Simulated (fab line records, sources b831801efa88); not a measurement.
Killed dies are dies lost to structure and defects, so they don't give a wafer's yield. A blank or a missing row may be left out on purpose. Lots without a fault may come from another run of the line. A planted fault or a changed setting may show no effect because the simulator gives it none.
A struck lot beside a sound one | flow sky130 | 34 steps out of a route of 708
Sound: wafers L206.1, L206.5, L206.6. Struck: wafers L222.1, L222.2, L222.6. The cause comes at the end.
At each step with rows: each side's tool, then ch and its chambers, then its first start. Under that, the readings that differ: sound wafers | struck wafers | difference of the means | sigmas: that difference in standard deviations of wafers without a fault.
alike: readings whose means differ by less than 2 such deviations, and words and numbers that are the same on both sides. not compared: withheld readings, readings that some wafer has no value for, bounds like >300 that may hide the same value, and numbers for which the record gives no deviation and whose values overlap.
The two part at a step that has a row with sigmas, a row that says differs or no value, or rows on one side only. Numbers that don't overlap but have no deviation are shown without sigmas and don't part them. A reading that every wafer of one side lacks parts them only if that side has two wafers or more.

first, 8 steps without rows for these wafers: SKY_LOCAL_INTERCONNECT_ETCH_13 (etches BARC in N2/H2, stops on SiO2, time 47.1 s, target depth 60 nm); SKY_LOCAL_INTERCONNECT_METAL_ETCH_14 (etches TiN in Cl2/BCl3, stops on PSG, target depth 110 nm, time 31.4 s); SKY_LOCAL_INTERCONNECT_STRIP_15 (strips in O2/N2); SKY_LOCAL_INTERCONNECT_STRIP_16 (strips in post etch residue remover, time 1200 s); SKY_LOCAL_INTERCONNECT_CLEAN_17 (cleans in IPA, time 180 s); SKY_LOCAL_INTERCONNECT_CLEAN_18 (cleans in O3/DIW); SKY_CONTACT_CVD_00 (deposits Si3N4, target thk 75 nm); SKY_CONTACT_HDPCVD_02 (deposits SiO2, target thk 565 nm, time 94.2 s).
SKY_CONTACT_CMP_04: polishes SiO2.
  sound on cmp-02 ch 0,3, day 32 05:35; struck on cmp-02 ch 2,3, day 37 18:08
  reading                                     | sound             | struck            | difference | sigmas
  head_pressure_psi (psi)                     | 3.995 3.989 4.007 | 2.525 2.507 2.523 | -1.479     | -99 or more
  time_to_endpoint_s (s)                      | 74 74 82          | 107 113 113       | +34        | +6
  model.SiO2_of_CONTACT_HDPCVD_02.thk_nm (nm) | 336.9 337.4 340.5 | 380.9 381.2 380.4 | +42.6      |
  alike: motor_current_A
then, 9 steps without rows for these wafers: SKY_CONTACT_DEHYDRATE_06 (time 60 s); SKY_CONTACT_HMDS_07 (prime time 60 s); SKY_CONTACT_COAT_08 (resist thk 60 nm); SKY_CONTACT_COAT_09 (resist thk 450 nm); SKY_CONTACT_SOFTBAKE_10 (time 90 s); SKY_CONTACT_EXPOSE_11 (exposes mask CTM1, target cd 170 nm); SKY_CONTACT_PEB_12; SKY_CONTACT_DEVELOP_13 (develop time 60 s); SKY_CONTACT_ETCH_16 (etches BARC in N2/H2, stops on SiO2, time 45.9 s, target depth 60 nm).
SKY_CONTACT_ETCH_17: etches SiO2 in C4F8/O2/Ar, stops on Si3N4, target depth 340 nm.
  sound on rie_diel-04 ch 2,3, day 33 09:22; struck on rie_diel-03 ch 1,2, day 38 19:43
  reading                             | sound             | struck            | difference | sigmas
  oes_product_au (a.u.)               | 0.885 0.888 0.894 | 0.953 0.950 0.953 | +0.063     | +12
  model.etch.depth_nm (nm)            | 336.9 337.4 340.5 | 380.9 381.2 380.4 | +42.6      |
  model.CONTACT.feature_depth_nm (nm) | 336.9 337.4 340.5 | 380.9 381.2 380.4 | +42.6      |
then, 13 steps without rows for these wafers: SKY_CONTACT_ETCH_18 (etches Si3N4 in CHF3/O2, stops on TiN, time 39 s, target depth 75 nm); SKY_CONTACT_STRIP_19 (strips in O2/N2); SKY_CONTACT_STRIP_20 (strips in post etch residue remover, time 1200 s); SKY_CONTACT_CLEAN_21 (cleans in IPA, time 180 s); SKY_CONTACT_CLEAN_22 (cleans in O3/DIW); SKY_CONTACT_SPUTTER_23 (material TiN, target thk 20 nm, time 80 s); SKY_CONTACT_CVD_24 (deposits W, target thk 340 nm, time 102.12 s); SKY_CONTACT_CMP_27 (polishes, stops on SiO2, t overpolish 15 s, target thk 0 nm); SKY_METAL1_SPUTTER_00 (material Ti, target thk 15 nm, time 10 s); SKY_METAL1_SPUTTER_01 (material TiN, target thk 20 nm, time 16.7 s); SKY_METAL1_SPUTTER_02 (material AlCu, target thk 250 nm, time 13.3 s); SKY_METAL1_SPUTTER_03 (material Ti, target thk 5 nm, time 3.3 s); SKY_METAL1_SPUTTER_04 (material TiN, target thk 70 nm, time 58.3 s).
SKY_METAL1_METAL_ETCH_19: etches the open film in Cl2/BCl3, stops on SiO2, target depth 360 nm, time 78 s.
  sound on rie_metal-01 ch 0,1, day 34 14:07; struck on rie_metal-01 ch 0,1, day 39 22:30
  reading                                     | sound             | struck          | difference | sigmas
  model.SiO2_of_CONTACT_HDPCVD_02.thk_nm (nm) | 322.9 323.3 326.7 | 367 367.2 366.4 | +43        |
  alike: drypump_motor_current_A, oes_product_au, throttle_valve_pct
  not compared: rf_hours_counter_h
-- the record jumps here: 11 days lie between the struck wafers' starts before and after (it left off in module METAL1 and takes up again in module PAD_OPEN, whose first step shown is number 708 of the route) --
SKY_PAD_OPEN_PROBE_99:
  sound on prober-01, day 47 07:22; struck on prober-01, day 51 02:43
  reading         | sound | struck | difference | sigmas
  killed_at_other | 0 0 7 | 0 0 2  | -2         | -2
  alike: killed_at_M0_to_M3, killed_at_M4_up, killed_at_contacts, killed_at_front_end, killed_dies, killed_on_rim, killed_open, killed_short

WHERE THEY PART
First at SKY_CONTACT_CMP_04; last, within this record, at SKY_PAD_OPEN_PROBE_99.

WHY: what the simulator had put in
Process parameter drift: cmp-02, from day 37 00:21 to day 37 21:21, at SKY_CONTACT_CMP_04. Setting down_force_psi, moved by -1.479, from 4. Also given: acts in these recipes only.
